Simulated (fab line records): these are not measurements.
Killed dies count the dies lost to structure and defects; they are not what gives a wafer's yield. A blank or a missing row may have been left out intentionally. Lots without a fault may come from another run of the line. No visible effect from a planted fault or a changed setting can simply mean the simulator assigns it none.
One fault through the eyes of 2 desks ; flow sky130 ; each desk holds nothing but its own numbers, with what lay behind them at the end

== METROLOGY DESK ==
What the gauges read for every lot (on any tool): the sampled wafers with a number, averaged. The brackets show how far a lot's mean lies from the usual mean; more than 4 standard deviations puts the lot out of limits, marked OUT.
Columns: A = cdNm at SKY_VT_ADJUST_HVTR_CD_MEAS_07, usual 379.8 nm; B = VT_ADJUST_PCH_TW at SKY_VT_ADJUST_PCH_TW_MEAS_10, usual 143.0
lot;first seen here;A;B
L130;day 9 12:06;377.6;146.0
L131;day 9 14:38;380.2;142.2
L132;day 10 02:41;384.2;140.5
L134;day 10 17:26;377.3;142.3
L136;day 11 09:57;378.2;146.4
L138;day 11 22:47;377.0;142.5
L139;day 12 02:36;377.4;144.7
L140;day 12 10:48;380.7;145.0
L148;day 15 09:25;384.2;142.1
L149;day 15 11:43;383.1;141.4
L151;day 16 03:00;382.7;140.6
L152;day 16 06:32;379.1;145.5
L153;day 16 14:17;380.2;139.7
Finding of this desk: none of the 13 lots has anything out of limits.

== DESK OF THE TOOL OWNER: lithoTrack-01 ==
The tool's own readings at SKY_VT_ADJUST_HVTR_DEVELOP_06 (develop time 60 s): means of the sampled wafers that have a number, for each lot that ran on this tool. The brackets show how far a lot's mean lies from the usual mean; more than 4 standard deviations puts the lot out of limits, marked OUT.
Columns: A = developerTempC at SKY_VT_ADJUST_HVTR_DEVELOP_06, usual 22.99 C
lot;first seen here;A
L130;day 9 11:57;22.97
L136;day 11 09:48;22.93
L139;day 12 02:27;23.19
L140;day 12 10:39;22.99
L148;day 15 09:10;22.09 (-8.2) OUT
L149;day 15 11:34;22.14 (-7.7) OUT
L151;day 16 02:51;21.93 (-9.6) OUT
This desk's verdict: out of limits on L148, L149, L151, starting with L148 at day 15 09:10 (developerTempC at SKY_VT_ADJUST_HVTR_DEVELOP_06). In limits: L130, L136, L139, L140.

== TAKEN TOGETHER ==
The tool owner's desk could have raised an alarm at day 15 09:10, on L148, L149, L151.
Metrology desk: nothing out of limits seen.
The metrology desk has L148, L149, L151 on record, within its limits.
On lithoTrack-01, each named lot ran SKY_VT_ADJUST_HVTR_DEVELOP_06.

== WHAT HAD BEEN PUT IN BY THE SIMULATOR ==
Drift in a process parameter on lithoTrack-01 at SKY_VT_ADJUST_HVTR_DEVELOP_06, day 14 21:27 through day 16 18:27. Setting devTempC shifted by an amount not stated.
Lots struck among those shown: L148, L149, L151.
Delay in hours, fault start to first out-of-limits reading, by desk: the tool owner's desk at 12.
